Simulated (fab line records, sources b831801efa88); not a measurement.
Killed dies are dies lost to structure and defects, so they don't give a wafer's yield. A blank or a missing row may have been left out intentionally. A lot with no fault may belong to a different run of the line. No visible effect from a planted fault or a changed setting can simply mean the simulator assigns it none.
fab line records	flow sky130
record lots=6	wafers=18	last-day=50
route steps=708 shown FIELD_ISO@11 PAD_OPEN@708
lots that met no fault: taken from a fault-free run of the same line
start-h: hours from the record's opening day to when the first of the lot's shown wafers began	wait-h: hours elapsed since this lot's preceding step	" as in the row above	L1.1+2: a single row standing in for several wafers	- either no value or no given start	* or withheld: withheld	< > ~ a bound
route shown NAME@n: names a module that has steps shown in the file, with the first one's number in the route	usual: mean/standard deviation of fault-free wafers	same: alike in all rows	chamber/n: place in a boat	sites: each site's reading	_std_site: how widely they spread, as a standard deviation	_edge_site: outer sites' mean less inner sites'	radius-mm: how far each site lies from the wafer's centre	mask NAME#n: copy n	behind: the most recent tool/chamber to have shaped the wafer	hold: reason for holding the lot/hours on hold/outcome of the hold	device: names the non-switching transistor (n, p or np)	end of line: at the end of the route, the tests of the same wafers	step lacking rows: just its recipe	killed: not the wafer's yield, but the dies lost to structure and defects at the first sort	map: shows each die of a wafer: x if killed, . if not, _ if none is there
set.NAME: the setting the step ran with; set.NAME@STEP: the setting that earlier step ran with	model.NAME: the simulator's own value behind a step, which no gauge read
certain route steps with their lots: each step a table, each wafer a row
services: the hour from which a tool's chamber was out of use, counted from the record's first day as start-h (under 0 if before that day), plus the number of hours and why
## steps
# step SKY_FIELD_ISO_EXPOSE_10
# recipe mask-id=FOM	na=0.68	source-shape=annular	sigma-inner=0.4	sigma-outer=0.8	target-cd-nm=150	dose-mj=28
# step SKY_FIELD_ISO_PEB_11
# recipe peb-temp-c=withheld	peb-time-s=withheld	resist=KrF-thick
# step SKY_FIELD_ISO_DEVELOP_12
# recipe develop-time-s=60	resist=KrF-thick	dev-temp-c=21
# step SKY_FIELD_ISO_CD_MEAS_13
# recipe target-cd-nm=150
# usual cd-nm=150.0/1.5
lot.wafer	tool	chamber	start-h	wait-h	cd-nm
L337.2	cd-sem-01	-	27.99	-	149.4
L337.4	"	-	"	"	148.8
L337.6	"	-	"	"	149.0
L349.2	cd-sem-02	-	92.63	-	149.7
L349.3	"	-	"	"	149.9
L349.6	"	-	"	"	149.5
L351.1	cd-sem-02	-	102.93	-	151.2
L351.2	"	-	"	"	151.4
L351.5	"	-	"	"	150.2
L354.2	cd-sem-01	-	116.90	-	149.1
L354.3	"	-	"	"	149.7
L354.6	"	-	"	"	149.8
L357.3	cd-sem-01	-	133.82	-	148.0
L357.5	"	-	"	"	149.0
L357.6	"	-	"	"	147.7
L358.2	cd-sem-01	-	138.73	-	149.6
L358.3	"	-	"	"	147.4
L358.4	"	-	"	"	148.2
# step SKY_FIELD_ISO_ETCH_14
# recipe chemistry=N2/H2	target=BARC	ion-energy-ev=200	source-w=500	bias-w=100	pressure-mtorr=30	n2-flow-sccm=100	h2-flow-sccm=200	stop-on=SiO2	time-s=45.9	target-depth-a=600
# usual drypump-motor-current-A=5.9/0.38	oes-product-au=0.855/0.0047	rf-fwd-power-W=494.8/2	throttle-valve-pct=13.225/0.0094
lot.wafer	tool	chamber	start-h	wait-h	drypump-motor-current-A	oes-product-au	rf-fwd-power-W	rf-hours-counter-h	throttle-valve-pct
L337.2	rie-diel-01	2	28.09	0.1	5.3	0.857	496.9	157	13.215
L337.4	"	1	"	"	5.9	0.855	493.5	125	13.214
L337.6	"	3	"	"	6.0	0.858	494.8	-	13.216
L349.2	rie-diel-03	1	92.73	0.1	6.1	0.858	494.2	132	13.239
L349.3	"	2	"	"	5.7	0.854	492.0	50	13.244
L349.6	"	3	"	"	5.8	0.861	493.1	-	13.222
L351.1	rie-diel-01	2	103.05	0.1	5.3	0.861	495.3	159	13.229
L351.2	"	1	"	"	5.9	0.857	496.3	127	13.218
L351.5	"	3	"	"	6.0	0.862	495.2	-	13.217
L354.2	rie-diel-03	3	117.00	0.1	5.8	0.854	495.4	3	13.233
L354.3	"	1	"	"	6.1	0.859	492.9	132	13.224
L354.6	"	2	"	"	5.8	0.852	493.2	-	13.222
L357.3	rie-diel-02	0	133.90	0.1	6.1	0.850	497.8	93	13.231
L357.5	"	2	"	"	6.2	0.855	494.7	-	13.215
L357.6	"	3	"	"	5.6	0.853	495.4	-	13.240
L358.2	rie-diel-03	1	138.83	0.1	6.1	0.857	492.4	133	13.203
L358.3	"	2	"	"	5.8	0.853	493.2	51	13.220
L358.4	"	3	"	"	5.9	0.859	497.3	3	13.228
# step SKY_FIELD_ISO_ETCH_15
# recipe chemistry=CHF3/O2	target-depth-nm=180	stop-on=Si	source-w=600	bias-w=200	pressure-mtorr=40	chf3-flow-sccm=50	O2_flow_sccm=5	time-s=72
# usual drypump-motor-current-A=5.9/0.38	oes-product-au=0.943/0.0069	rf-fwd-power-W=595.2/2.2	throttle-valve-pct=8.843/0.009
lot.wafer	tool	chamber	start-h	wait-h	drypump-motor-current-A	oes-product-au	rf-fwd-power-W	rf-hours-counter-h	throttle-valve-pct
L337.2	rie-diel-01	2	28.13	0.0	5.3	0.938	598.7	157	8.838
L337.4	"	1	"	"	5.9	0.931	596.7	125	8.849
L337.6	"	3	"	"	6.0	0.935	592.8	-	8.830
L349.2	rie-diel-03	1	92.77	0.0	6.1	0.946	595.8	132	8.845
L349.3	"	2	"	"	5.7	0.939	591.1	50	8.848
L349.6	"	3	"	"	5.8	0.939	596.4	-	8.840
L351.1	rie-diel-01	2	103.10	0.0	5.3	0.933	594.8	159	8.836
L351.2	"	1	"	"	5.9	0.928	594.3	127	8.832
L351.5	"	3	"	"	6.0	0.938	593.3	-	8.844
L354.2	rie-diel-03	3	117.04	0.0	5.9	0.943	596.2	3	8.839
L354.3	"	1	"	"	6.1	0.945	594.8	132	8.838
L354.6	"	2	"	"	5.7	0.940	593.9	-	8.863
L357.3	rie-diel-02	0	133.95	0.0	6.1	0.948	597.9	93	8.848
L357.5	"	2	"	"	6.3	0.941	596.7	-	8.830
L357.6	"	3	"	"	5.6	0.949	593.2	-	8.834
L358.2	rie-diel-03	1	138.87	0.0	6.1	0.944	594.1	133	8.849
L358.3	"	2	"	"	5.8	0.940	593.7	51	8.836
L358.4	"	3	"	"	5.9	0.940	599.9	3	8.847
# step SKY_FIELD_ISO_STRIP_16
# recipe chemistry=O2/N2	power-w=1400	pressure-mtorr=1500	platen-temp-c=withheld	o2-flow-sccm=3000	n2-flow-sccm=300	overash-fraction=0.5
# usual drypump-motor-current-A=5.7/0.71	oes-product-au=0.378/0.0048	strip-time-to-endpoint-s=3.55/0.032
lot.wafer	tool	chamber	start-h	wait-h	drypump-motor-current-A	oes-product-au	rf-hours-counter-h	strip-time-to-endpoint-s
L337.2	plasma-asher-02	1	28.19	0.0	6.5	0.380	19	3.54
L337.4	"	1	"	"	6.5	0.374	-	3.49
L337.6	"	0	"	"	5.8	0.371	-	3.53
L349.2	plasma-asher-02	1	92.83	0.0	6.5	0.374	25	3.51
L349.3	"	0	"	"	5.8	0.371	-	3.59
L349.6	"	0	"	"	5.8	0.379	-	3.55
L351.1	plasma-asher-04	0	103.15	0.0	5.1	0.377	44	3.57
L351.2	"	1	"	"	6.7	0.374	44	3.53
L351.5	"	1	"	"	6.7	0.382	-	3.61
L354.2	plasma-asher-04	1	117.10	0.0	6.7	0.377	46	3.52
L354.3	"	1	"	"	6.7	0.375	-	3.46
L354.6	"	1	"	"	6.7	0.381	-	3.53
L357.3	plasma-asher-02	0	134.04	0.1	5.8	0.369	-	3.62
L357.5	"	0	"	"	5.8	0.379	-	3.57
L357.6	"	1	"	"	6.5	0.382	-	3.59
L358.2	plasma-asher-04	0	138.93	0.0	5.1	0.380	48	3.50
L358.3	"	0	"	"	5.1	0.387	-	3.56
L358.4	"	1	"	"	6.7	0.377	-	3.57
# step SKY_FIELD_ISO_ETCH_17
# recipe target-depth-a=3420	mask-material=Si3N4	chemistry=HBr/Cl2/O2	target=Si	taper-deg=5	icp-w=600	bias-w=150	pressure-mtorr=15	HBr_flow_sccm=150	Cl2_flow_sccm=40	O2_flow_sccm=6	time-s=97.7
# usual drypump-motor-current-A=5.5/0.5	he-backside-leak-sccm=2.72/0.22	oes-product-au=0.998/0.0094	rf-fwd-power-W=596.8/1.8	throttle-valve-pct=25.658/0.01
lot.wafer	tool	chamber	start-h	wait-h	drypump-motor-current-A	he-backside-leak-sccm	oes-product-au	rf-fwd-power-W	rf-hours-counter-h	throttle-valve-pct
L337.2	rie-si-01	3	28.29	0.1	4.8	2.98	0.999	596.4	51	25.644
L337.4	"	1	"	"	6.4	2.67	0.998	595.2	152	25.663
L337.6	"	0	"	"	4.9	3.09	0.996	597.9	-	25.659
L349.2	rie-si-01	2	92.93	0.1	5.6	2.71	0.989	594.1	2	25.660
L349.3	"	0	"	"	5.0	3.04	0.992	593.8	97	25.669
L349.6	"	0	"	"	4.9	3.00	1.004	594.9	-	25.653
L351.1	rie-si-01	2	103.25	0.1	5.6	2.92	0.990	595.8	2	25.655
L351.2	"	0	"	"	5.0	3.11	1.002	594.4	97	25.655
L351.5	"	1	"	"	6.5	2.50	0.992	597.4	-	25.642
L354.2	rie-si-02	2	117.20	0.1	5.2	2.62	1.014	596.8	88	25.654
L354.3	"	0	"	"	5.8	2.82	1.001	597.4	72	25.654
L354.6	"	1	"	"	5.8	2.63	1.016	597.3	-	25.649
L357.3	rie-si-02	3	134.10	0.0	5.9	2.48	0.998	602.3	16	25.656
L357.5	"	2	"	"	5.2	2.18	1.017	596.3	-	25.656
L357.6	"	1	"	"	5.8	2.56	1.012	595.1	-	25.640
L358.2	rie-si-02	1	139.03	0.1	5.8	2.60	1.009	596.4	98	25.653
L358.3	"	3	"	"	5.9	2.55	0.986	596.4	16	25.673
L358.4	"	1	"	"	5.8	2.55	1.000	599.3	-	25.669
# step SKY_FIELD_ISO_WET_ETCH_18
# recipe chemistry=H3PO4	target-depth-nm=25	temp-c=160	target=Si3N4	time-s=286
# step SKY_FIELD_ISO_CLEAN_19
# recipe chemistry=SC1/SC2	mix=1:4:20	temp-c=70	time-s=150
# step SKY_FIELD_ISO_CLEAN_20
# recipe chemistry=dHF	time-s=20	dilution=100:1
# step SKY_FIELD_ISO_WET_ETCH_21
# recipe chemistry=dHF	dilution=100:1	target-depth-nm=20	dry=ipa-marangoni	target=SiO2	temp-c=25	time-s=400
# step SKY_FIELD_ISO_OXIDATION_22
# recipe temp-c=950	ambient=O2	stabilise-s=600	purge-s=300	target-thk-a=100	ox-time-s=623
# usual spike-tc-bottom-C=965.9/1	spike-tc-centre-C=950.8/1.1	spike-tc-lower-C=950.6/1.1	spike-tc-top-C=962.7/1.4	spike-tc-upper-C=949.0/0.97	tube-center-temp-C=949.99/0.083	tube_center_temp_C_max=952.5/0.41	zone-power-lower-pct=19.7/0.87	zone-power-top-pct=36.8/0.48
lot.wafer	tool	chamber	start-h	wait-h	spike-tc-bottom-C	spike-tc-centre-C	spike-tc-lower-C	spike-tc-top-C	spike-tc-upper-C	tube-center-temp-C	tube_center_temp_C_max	zone-power-lower-pct	zone-power-top-pct	model.SiO2_of_FIELD_ISO_OXIDATION_22.thk-nm
L337.2	furnace-01	0	28.71	0.1	967.6	950.3	950.7	963.6	950.9	950.04	953.0	19.0	36.0	10.08
L337.4	"	0	"	"	967.0	951.8	947.2	963.5	950.0	949.98	952.5	18.6	36.8	9.988
L337.6	"	0	"	"	967.1	951.7	949.9	964.3	949.5	949.91	951.9	19.3	36.3	10.01
L349.2	furnace-02	0	94.66	1.4	966.9	949.8	951.0	961.3	950.2	950.02	952.5	20.8	37.5	9.606
L349.3	"	0	"	"	966.0	951.1	951.5	961.2	947.9	949.96	952.8	20.4	37.8	9.707
L349.6	"	0	"	"	967.4	950.1	950.2	961.8	950.1	950.02	952.2	20.4	37.2	9.861
L351.1	furnace-02	0	103.65	0.0	966.7	949.8	951.7	962.3	948.4	949.88	952.0	20.3	36.7	9.723
L351.2	"	0	"	"	964.0	951.4	952.5	962.2	949.6	950.1	952.8	20.5	37.2	9.48
L351.5	"	0	"	"	965.5	950.9	951.4	962.6	948.6	950.09	952.6	21.0	36.9	9.647
L354.2	furnace-02	0	117.98	0.4	964.5	949.5	950.5	961.9	949.2	950.18	952.3	21.1	36.8	9.883
L354.3	"	0	"	"	963.9	949.1	948.9	962.5	948.3	949.93	952.7	20.3	37.3	9.754
L354.6	"	0	"	"	964.6	951.4	951.7	961.7	949.1	949.99	952.4	20.9	37.4	9.832
L357.3	furnace-02	0	134.57	0.1	1009.0	994.0	994.9	1004.8	992.3	993.09	995.8	22.8	40.4	16.63
L357.5	"	0	"	"	1008.8	992.3	995.2	1007.3	992.9	993.06	995.3	22.7	39.5	16.56
L357.6	"	0	"	"	1009.8	994.2	994.0	1004.8	992.2	992.98	996.5	22.8	40.3	16.72
L358.2	furnace-02	0	140.69	1.3	1009.8	994.6	992.5	1005.6	991.5	992.92	995.6	23.0	39.2	16.58
L358.3	"	0	"	"	1009.3	993.0	994.9	1006.2	990.9	992.94	995.0	23.1	39.6	16.66
L358.4	"	0	"	"	1008.4	993.4	992.6	1002.6	992.6	993.16	995.4	22.6	40.1	16.53
# step SKY_FIELD_ISO_THK_MEAS_23
# recipe reads=SiO2_of_FIELD_ISO_OXIDATION_22
# usual FIELD_ISO_OXIDATION_01_THK=9.91/0.19
lot.wafer	tool	chamber	start-h	wait-h	hold	FIELD_ISO_OXIDATION_01_THK[nm]
L337.2	film-metro-04	-	29.90	0.0	-	10.10
L337.4	"	-	"	"	-	9.99
L337.6	"	-	"	"	-	10.00
L349.2	film-metro-04	-	95.85	0.0	-	9.65
L349.3	"	-	"	"	-	9.69
L349.6	"	-	"	"	-	9.85
L351.1	film-metro-01	-	104.83	0.0	-	9.72
L351.2	"	-	"	"	-	9.48
L351.5	"	-	"	"	-	9.65
L354.2	film-metro-01	-	119.16	0.0	-	9.87
L354.3	"	-	"	"	-	9.77
L354.6	"	-	"	"	-	9.83
L357.3	film-metro-04	-	135.77	0.0	await-dispo/0.2h/release	16.67
L357.5	"	-	"	"	await-dispo/0.2h/release	16.53
L357.6	"	-	"	"	await-dispo/0.2h/release	16.75
L357.3	film-metro-04	-	135.99	0.2	-	16.67
L357.5	"	-	"	"	-	16.58
L357.6	"	-	"	"	-	16.73
L358.2	film-metro-01	-	141.87	0.0	await-dispo/0.2h/release	16.59
L358.3	"	-	"	"	await-dispo/0.2h/release	16.69
L358.4	"	-	"	"	await-dispo/0.2h/release	16.56
L358.2	film-metro-01	-	142.10	0.2	-	16.53
L358.3	"	-	"	"	-	16.67
L358.4	"	-	"	"	-	16.56
# step SKY_PAD_OPEN_PROBE_99
# usual killed_at_M0_to_M3=44/7.4	killed_at_M4_up=3.1/1.8	killed-at-contacts=24/5.6	killed-at-front-end=15/4.9	killed-at-other=0.4/0.59	killed-dies=87/9.8	killed-open=47/7.2	killed-short=39/6.8
# same gross-dies=492	killed-at-back-side=0
lot.wafer	tool	chamber	start-h	wait-h	killed_at_M0_to_M3	killed_at_M4_up	killed-at-contacts	killed-at-front-end	killed-at-other	killed-dies	killed-open	killed-short	model.etest.sram-nfet-pass.off-log10-a-um	model.etest.diode-ndiff-fingers.leak-log10-a-cm2	model.etest.diode-pdiff-fingers.leak-log10-a-cm2	model.etest.sram-nfet-pass.vt-sat-v	model.etest.sram-nfet-pass.vt-v
L337.2	prober-02	-	1078.50	0.1	43	7	31	27	0	108	64	44	-12.86	-6.672	-6.618	0.5754	0.6694
L337.4	prober-02	-	1078.60	0.2	42	1	23	24	1	91	47	44	-12.81	-6.454	-6.433	0.5818	0.676
L337.6	prober-02	-	1078.70	0.2	42	2	20	10	0	74	48	26	-12.52	-6.569	-6.415	0.567	0.6635
L349.2	prober-01	-	1148.49	0.1	45	3	21	10	0	79	47	32	-12.58	-6.752	-6.722	0.5554	0.6536
L349.3	prober-01	-	1148.54	0.2	44	3	23	21	0	91	52	39	-12.46	-6.652	-6.731	0.5563	0.6584
L349.6	prober-01	-	1148.69	0.2	44	4	25	20	2	95	50	44	-12.6	-6.439	-6.452	0.5561	0.6519
L351.1	prober-01	-	1155.42	0.1	52	3	27	13	1	96	49	47	-12.77	-6.463	-6.694	0.5712	0.6681
L351.2	prober-01	-	1155.47	0.1	39	3	19	14	1	76	43	33	-12.57	-6.606	-6.627	0.5553	0.6504
L351.5	prober-01	-	1155.62	0.2	43	3	27	12	0	85	45	39	-12.61	-6.895	-6.424	0.5656	0.6632
L354.2	prober-02	-	1173.59	0.1	49	3	27	12	0	91	55	36	-12.47	-6.637	-6.701	0.5611	0.6575
L354.3	prober-02	-	1173.64	0.2	41	2	28	15	0	86	45	41	-12.64	-6.763	-6.675	0.5592	0.6554
L354.6	prober-02	-	1173.79	0.2	25	6	21	16	0	68	42	26	-12.75	-6.623	-6.377	0.5715	0.6713
L357.3	prober-01	-	1184.79	0.2	32	3	34	9	1	79	45	34	-13.03	-7.01	-6.986	0.5782	0.6782
L357.5	prober-01	-	1184.89	0.2	43	5	21	7	0	76	45	31	-13.03	-7.094	-6.817	0.5741	0.6774
L357.6	prober-01	-	1184.94	0.2	57	1	36	9	0	103	52	51	-13.17	-6.987	-7.052	0.6114	0.7134
L358.2	prober-02	-	1189.84	0.1	41	2	21	17	0	81	47	34	-13.04	-7.073	-6.993	0.5923	0.692
L358.3	prober-02	-	1189.89	0.2	38	1	26	13	1	79	46	33	-13.01	-7.18	-6.917	0.5753	0.6766
L358.4	prober-02	-	1189.94	0.2	43	3	21	20	2	89	38	50	-13.21	-7.022	-6.987	0.6168	0.7152
# killed by level:class
L337.2 LI_CONTACT:geometric-particle:open=11 CONTACT:geometric-particle:open=10 FIELD_ISO:geometric-particle:open=9 VIA1:geometric-particle:open=8 VIA2:geometric-particle:open=6 CONTACT:geometric-particle:short=5 POLY_GATE:geometric-particle:short=5 POLY_GATE:geometric-particle:open=5
L337.4 LI_CONTACT:geometric-particle:open=11 VIA3:geometric-particle:open=8 FIELD_ISO:geometric-particle:short=7 POLY_GATE:geometric-particle:short=7 CONTACT:geometric-particle:open=7 VIA1:geometric-particle:short=6 METAL2:geometric-particle:short=6 VIA2:geometric-particle:open=5
L337.6 CONTACT:geometric-particle:open=12 VIA2:geometric-particle:open=11 VIA1:geometric-particle:open=9 METAL1:geometric-particle:short=5 LI_CONTACT:geometric-particle:open=4 VIA1:geometric-particle:short=4 VIA3:geometric-particle:open=4 FIELD_ISO:geometric-particle:open=3
L349.2 VIA1:geometric-particle:open=11 LI_CONTACT:geometric-particle:open=8 VIA3:geometric-particle:open=7 VIA2:geometric-particle:open=4 METAL2:geometric-particle:short=4 POLY_GATE:geometric-particle:open=3 LI_CONTACT:geometric-particle:short=3 LOCAL_INTERCONNECT:geometric-particle:short=3
L349.3 VIA2:geometric-particle:open=9 FIELD_ISO:geometric-particle:short=7 METAL2:geometric-particle:short=7 CONTACT:geometric-particle:open=7 VIA1:geometric-particle:open=7 VIA3:geometric-particle:open=7 FIELD_ISO:geometric-particle:open=6 LI_CONTACT:geometric-particle:open=6
L349.6 VIA3:geometric-particle:open=11 FIELD_ISO:geometric-particle:short=7 CONTACT:geometric-particle:short=7 VIA2:geometric-particle:open=7 LI_CONTACT:geometric-particle:open=6 VIA1:geometric-particle:open=6 CONTACT:geometric-particle:open=5 METAL1:geometric-particle:short=5
L351.1 VIA1:geometric-particle:open=18 CONTACT:geometric-particle:open=9 METAL2:geometric-particle:short=9 LOCAL_INTERCONNECT:geometric-particle:short=7 VIA2:geometric-particle:open=6 CONTACT:geometric-particle:short=6 POLY_GATE:geometric-particle:short=5 VIA1:geometric-particle:short=5
L351.2 VIA1:geometric-particle:open=8 CONTACT:geometric-particle:open=7 CONTACT:geometric-particle:short=6 METAL1:geometric-particle:short=6 VIA2:geometric-particle:open=6 VIA3:geometric-particle:open=6 POLY_GATE:geometric-particle:short=5 LI_CONTACT:geometric-particle:open=5
L351.5 VIA1:geometric-particle:open=8 LI_CONTACT:geometric-particle:open=7 VIA2:geometric-particle:open=7 LI_CONTACT:geometric-particle:short=6 CONTACT:geometric-particle:open=6 VIA1:geometric-particle:short=5 LOCAL_INTERCONNECT:geometric-particle:short=4 VIA3:geometric-particle:open=4
L354.2 VIA3:geometric-particle:open=12 LI_CONTACT:geometric-particle:open=10 VIA1:geometric-particle:open=9 CONTACT:geometric-particle:open=8 VIA2:geometric-particle:open=6 FIELD_ISO:geometric-particle:short=5 VIA2:geometric-particle:short=5 LOCAL_INTERCONNECT:geometric-particle:short=4
L354.3 CONTACT:geometric-particle:open=12 VIA2:geometric-particle:open=10 VIA3:geometric-particle:open=7 METAL1:geometric-particle:short=6 LOCAL_INTERCONNECT:geometric-particle:short=5 CONTACT:geometric-particle:short=5 VIA1:geometric-particle:open=5 FIELD_ISO:geometric-particle:short=4
L354.6 CONTACT:geometric-particle:open=13 FIELD_ISO:geometric-particle:open=6 VIA1:geometric-particle:open=6 VIA3:geometric-particle:open=4 METAL4:geometric-particle:short=4 SPACER:geometric-particle:short=3 LOCAL_INTERCONNECT:geometric-particle:short=3 CONTACT:geometric-particle:short=3
L357.3 CONTACT:geometric-particle:open=15 VIA1:geometric-particle:open=10 CONTACT:geometric-particle:short=8 LI_CONTACT:geometric-particle:open=5 METAL1:geometric-particle:short=5 LOCAL_INTERCONNECT:geometric-particle:short=4 METAL2:geometric-particle:short=4 VIA2:geometric-particle:open=4
L357.5 VIA1:geometric-particle:open=12 CONTACT:geometric-particle:open=8 METAL3:geometric-particle:short=5 LI_CONTACT:geometric-particle:open=4 LOCAL_INTERCONNECT:geometric-particle:short=4 METAL1:geometric-particle:short=4 METAL2:geometric-particle:short=4 VIA2:geometric-particle:open=4
L357.6 METAL1:geometric-particle:short=13 CONTACT:geometric-particle:open=9 CONTACT:geometric-particle:short=9 LOCAL_INTERCONNECT:geometric-particle:short=8 VIA1:geometric-particle:open=8 VIA1:geometric-particle:short=8 VIA3:geometric-particle:open=8 LI_CONTACT:geometric-particle:open=6
L358.2 VIA1:geometric-particle:open=13 LI_CONTACT:geometric-particle:open=8 METAL2:geometric-particle:short=7 POLY_GATE:geometric-particle:short=6 VIA2:geometric-particle:open=6 FIELD_ISO:geometric-particle:open=4 CONTACT:geometric-particle:open=4 VIA3:geometric-particle:open=4
L358.3 LI_CONTACT:geometric-particle:open=11 VIA3:geometric-particle:open=8 CONTACT:geometric-particle:short=7 CONTACT:geometric-particle:open=7 METAL1:geometric-particle:short=5 METAL2:geometric-particle:short=5 VIA2:geometric-particle:open=5 VIA1:geometric-particle:open=4
L358.4 VIA1:geometric-particle:open=11 FIELD_ISO:geometric-particle:short=7 VIA3:geometric-particle:short=7 METAL2:geometric-particle:short=6 POLY_GATE:geometric-particle:short=5 LOCAL_INTERCONNECT:geometric-particle:short=5 CONTACT:geometric-particle:open=5 VIA3:geometric-particle:open=5
## services
tool	chamber	start-h	hours	kind
rie-diel-03	-	12.05	7.4	repair
plasma-asher-02	-	30.89	2.1	repair
plasma-asher-02	-	40.11	2.8	pm
rie-diel-01	-	56.98	2.8	pm
rie-si-01	1	69.10	-	clean
rie-si-01	1	69.10	20.7	scheduled-down
rie-si-01	1	69.10	20.7	vent-cycle
rie-si-01	3	69.27	2.1	repair
rie-si-02	-	70.25	0.7	repair
rie-si-02	-	92.65	0.1	repair
rie-diel-01	-	96.73	0.2	repair
rie-diel-03	-	112.25	2.8	pm
rie-si-01	0	115.69	10.9	repair
furnace-02	-	119.15	3.5	pm
rie-si-02	0	123.21	25.6	repair
rie-diel-01	2	133.78	-	clean
rie-diel-01	2	133.78	21.0	scheduled-down
rie-diel-01	2	133.78	21.0	vent-cycle
furnace-02	-	135.75	3.4	pm
## key
first-sign step=SKY_FIELD_ISO_OXIDATION_22	reading=tube-center-temp-C	direction=up	sigmas=99+	usual=*	struck=*
effect step=SKY_FIELD_ISO_OXIDATION_22	reading=tube_center_temp_C_max	direction=up	sigmas=99+	usual=*	struck=*
effect step=SKY_FIELD_ISO_THK_MEAS_23	reading=visit	direction=added
effect step=SKY_FIELD_ISO_THK_MEAS_23	reading=FIELD_ISO_OXIDATION_01_THK	direction=up	sigmas=35	usual=9.91	struck=16.63
model-effect step=SKY_FIELD_ISO_OXIDATION_22	value=SiO2_of_FIELD_ISO_OXIDATION_22.thk-nm	without=10.09	struck=16.61
model-effect step=SKY_PAD_OPEN_PROBE_99	value=etest.sram-nfet-pass.off-log10-a-um	without=-12.56	struck=-13.08
met-at SKY_FIELD_ISO_OXIDATION_22
struck-wafers L357.3,L357.5,L357.6,L358.2,L358.3,L358.4
tester-left-out L357,L358
onset-between 117.98 134.57
fault kind=process-parameter-drift	tool=furnace-02	chamber=-	onset-h=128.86	steps=SKY_FIELD_ISO_OXIDATION_22	channel=temp-c	offset=*	shape=step	end-h=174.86	acts-in=*	stated=*
# tester-left-out: of these lots the tester's yield and bins aren't shown, on N5 and GAA mostly nor the transistor test; their killed dies are dies lost to structure and defects alone, not to doping, threshold or leakage, so they don't give the yield
